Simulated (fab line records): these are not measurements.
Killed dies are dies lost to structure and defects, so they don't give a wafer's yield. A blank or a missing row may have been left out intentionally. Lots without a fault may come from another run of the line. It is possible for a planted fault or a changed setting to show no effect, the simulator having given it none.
The tool behind it: which one? | flow gf180mcu | 39 wafers from 13 lots sampled at 3 of the route's 602 steps

## WHAT THE GAUGES SHOWED, per wafer
GF_TOP_METAL_RS_MEAS_05: the measuring method here is four-point-probe.
lot  | measured     | on            | TOP_METAL_ALCU_RS (ohm/sq)
L428 | day 27 01:10 | film_metro-02 | 0.0330 0.0328 0.0330
L429 | day 27 10:50 | film_metro-03 | 0.0321 0.0328 0.0321
L430 | day 27 20:29 | film_metro-02 | 0.0327 0.0324 0.0324
L433 | day 28 21:21 | film_metro-03 | 0.0324 0.0326 0.0330
L435 | day 29 11:39 | film_metro-02 | 0.0324 0.0323 0.0322
L436 | day 29 22:33 | film_metro-02 | 0.0327 0.0327 0.0324
L438 | day 30 16:10 | film_metro-01 | 0.0324 0.0323 0.0323
L439 | day 30 19:53 | film_metro-02 | 0.0329 0.0327 0.0329
L440 | day 30 21:49 | film_metro-03 | 0.0325 0.0324 0.0325
L442 | day 31 11:10 | film_metro-02 | 0.0322 0.0328 0.0326
L446 | day 32 08:18 | film_metro-02 | 0.0320 0.0324 0.0320
L449 | day 32 23:26 | film_metro-02 | 0.0325 0.0326 0.0328
L450 | day 33 08:49 | film_metro-01 | 0.0322 0.0325 0.0324

## WHAT TOOL EACH LOT RAN ON (gives the tool, then ch and the chambers of the sampled wafers, and finally the start)
lot  | GF_V3_STRIP_19                  | GF_V5_ETCH_16
L428 | wet_bench-01 ch 1, day 22 05:30 | rie_diel-01 ch 0,3, day 26 23:33
L429 | wet_bench-01 ch 1, day 22 15:29 | rie_diel-01 ch 0,2,3, day 27 09:12
L430 | wet_bench-01 ch 0, day 23 01:56 | rie_diel-02 ch 2,3, day 27 18:52
L433 | wet_bench-03 ch 3, day 24 06:35 | rie_diel-02 ch 0,2,3, day 28 19:40
L435 | wet_bench-04 ch 2, day 24 20:35 | rie_diel-02 ch 0,2, day 29 10:03
L436 | wet_bench-03 ch 1, day 25 12:15 | rie_diel-01 ch 2,3, day 29 20:51
L438 | wet_bench-01 ch 0, day 26 00:17 | rie_diel-03 ch 1,2,3, day 30 08:42
L439 | wet_bench-04 ch 2, day 26 11:11 | rie_diel-01 ch 1,2, day 30 18:15
L440 | wet_bench-04 ch 1, day 26 13:48 | rie_diel-03 ch 0,3, day 30 20:10
L442 | wet_bench-03 ch 0, day 27 05:12 | rie_diel-01 ch 0,1,2, day 31 09:32
L446 | wet_bench-01 ch 0, day 28 04:16 | rie_diel-03 ch 0,3, day 32 06:40
L449 | wet_bench-01 ch 0, day 28 23:10 | rie_diel-03 ch 1,2,3, day 32 21:48
L450 | wet_bench-03 ch 2, day 29 08:31 | rie_diel-01 ch 1,2,3, day 33 07:07
- GF_V3_STRIP_19: strips in post etch residue remover, time 1200 s.
- GF_V5_ETCH_16: etches BARC in N2/H2.

## WHAT THE TOOLS THEMSELVES READ (means of the sampled wafers that have a number; where no wafer has one, the mark that the record gives instead)
GF_V5_ETCH_16.
lot  | tool        | drypump_motor_current_A (A) | oes_product_au (a.u.) | throttle_valve_pct (%)
L428 | rie_diel-01 | 6.5                         | 0.849                 | 13.226
L429 | rie_diel-01 | 6.5                         | 0.855                 | 13.213
L430 | rie_diel-02 | 5.7                         | 0.859                 | 13.230
L433 | rie_diel-02 | 5.5                         | 0.854                 | 13.215
L435 | rie_diel-02 | 5.3                         | 0.853                 | 13.218
L436 | rie_diel-01 | 6.4                         | 0.851                 | 13.223
L438 | rie_diel-03 | 5.9                         | 0.851                 | 13.228
L439 | rie_diel-01 | 6.4                         | 0.856                 | 13.228
L440 | rie_diel-03 | 6.7                         | 0.857                 | 13.223
L442 | rie_diel-01 | 6.5                         | 0.856                 | 13.225
L446 | rie_diel-03 | 6.5                         | 0.852                 | 13.212
L449 | rie_diel-03 | 5.9                         | 0.854                 | 13.226
L450 | rie_diel-01 | 6.4                         | 0.853                 | 13.224

## THE ANSWER, worked out from the rows above alone
Rule: the lots themselves supply what counts as usual. Put in order of their means at a reading, lots are off if they are a third of the lots or fewer, leave a main group of 4 or more, and stand apart from it by a gap of 3 or more times the standard deviation of the main group's means; of several such gaps the widest counts. The tables above print the reading to a certain number of digits; a main group whose means all agree to those digits is not used. A lot without any number at a reading at which 4 lots or more have one is off too. The other lots that the step has rows for count as sound. After the gauges, taken in route order, come the tools' own readings; for these a lot's mean is taken, as printed above. The first step at which some lot is off is used, and at that step the reading that is off furthest; a lot without a number counts as furthest.
Across all readings shown, no lot is off: no conclusion can be drawn from this.

## WHAT THE SIMULATOR PUT IN
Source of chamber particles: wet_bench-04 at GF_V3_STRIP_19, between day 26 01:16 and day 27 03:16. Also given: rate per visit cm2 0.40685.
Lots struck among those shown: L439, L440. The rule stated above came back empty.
